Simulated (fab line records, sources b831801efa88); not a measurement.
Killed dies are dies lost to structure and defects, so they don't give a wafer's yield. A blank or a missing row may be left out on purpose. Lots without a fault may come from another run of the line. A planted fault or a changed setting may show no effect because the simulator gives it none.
One fault seen from 2 desks | flow gf180mcu | each desk has only its own numbers; what lay behind them comes last

THE METROLOGY DESK
What the gauges read, lot by lot, whatever tool the lot ran on: means of the sampled wafers that have a number. A lot is out of limits, marked OUT, if its mean lies more than 4 standard deviations from the usual mean; the brackets give that distance.
Columns: A = DUAL_GATE_OXIDATION_00_THK at GF_DUAL_GATE_THK_MEAS_03, usual 10.95 nm; B = DUAL_GATE_OVL at GF_DUAL_GATE_OVL_MEAS_11, usual -0.5 nm
lot  | first seen here | A     | B
L989 | day 8 17:26     | 11.24 | -0.3
L998 | day 11 03:28    | 10.82 | 0.4
L101 | day 12 06:54    | 10.57 | -1.8
L102 | day 12 21:20    | 10.99 | 0.1
L103 | day 13 10:47    | 10.88 | -0.3
L105 | day 13 13:57    | 11.07 | -1.1
L106 | day 13 17:16    | 11.07 | -1.9
This desk's finding: nothing out of limits on any of the 7 lots.

THE TOOL OWNER'S DESK: furnace-02
The tool's own readings at GF_DUAL_GATE_OXIDATION_15 (stabilise 600 s, purge 300 s, target thk 7.098 nm): means of the sampled wafers that have a number, for each lot that ran on this tool. A lot is out of limits, marked OUT, if its mean lies more than 4 standard deviations from the usual mean; the brackets give that distance.
Columns: A = spike_tc_bottom_C at GF_DUAL_GATE_OXIDATION_15, usual 864.4 C; B = spike_tc_centre_C at GF_DUAL_GATE_OXIDATION_15, usual 849.6 C; C = spike_tc_lower_C at GF_DUAL_GATE_OXIDATION_15, usual 850.6 C; D = spike_tc_top_C at GF_DUAL_GATE_OXIDATION_15, usual 861.1 C; E = spike_tc_upper_C at GF_DUAL_GATE_OXIDATION_15, usual 850.0 C; F = zone_power_upper_pct at GF_DUAL_GATE_OXIDATION_15, usual 14.5 %
lot  | first seen here | A               | B               | C               | D               | E               | F
L989 | day 9 10:26     | 865.4           | 849.7           | 849.7           | 862.0           | 850.6           | 15.0
L998 | day 11 22:16    | 864.1           | 849.8           | 850.3           | 861.6           | 849.1           | 15.1
L101 | day 13 03:52    | 844.9 (-16) OUT | 829.4 (-21) OUT | 829.7 (-21) OUT | 841.7 (-11) OUT | 829.2 (-21) OUT | 14.3
L102 | day 13 18:20    | 843.2 (-18) OUT | 828.4 (-23) OUT | 830.6 (-20) OUT | 841.8 (-11) OUT | 829.3 (-21) OUT | 14.3
L105 | day 14 10:44    | 844.3 (-17) OUT | 828.1 (-23) OUT | 830.8 (-20) OUT | 841.9 (-11) OUT | 830.0 (-20) OUT | 14.2
This desk's finding: out of limits on L101, L102, L105; first on L101, day 13 03:52 (spike_tc_bottom_C at GF_DUAL_GATE_OXIDATION_15). In limits: L989, L998.

PUT TOGETHER
The tool owner's desk could have raised an alarm at day 13 03:52, on L101, L102, L105.
The metrology desk saw nothing out of limits.
The metrology desk has L101, L102, L105 on record, within its limits.
Of the lots named, all ran GF_DUAL_GATE_OXIDATION_15 on furnace-02.

WHAT THE SIMULATOR HAD PUT IN
Process parameter drift: furnace-02, from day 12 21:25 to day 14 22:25, at GF_DUAL_GATE_OXIDATION_15. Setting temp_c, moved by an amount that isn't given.
Lots struck among those shown: L101, L102, L105.
Hours from the fault's start to each desk's first reading out of limits: the tool owner's desk, 6.
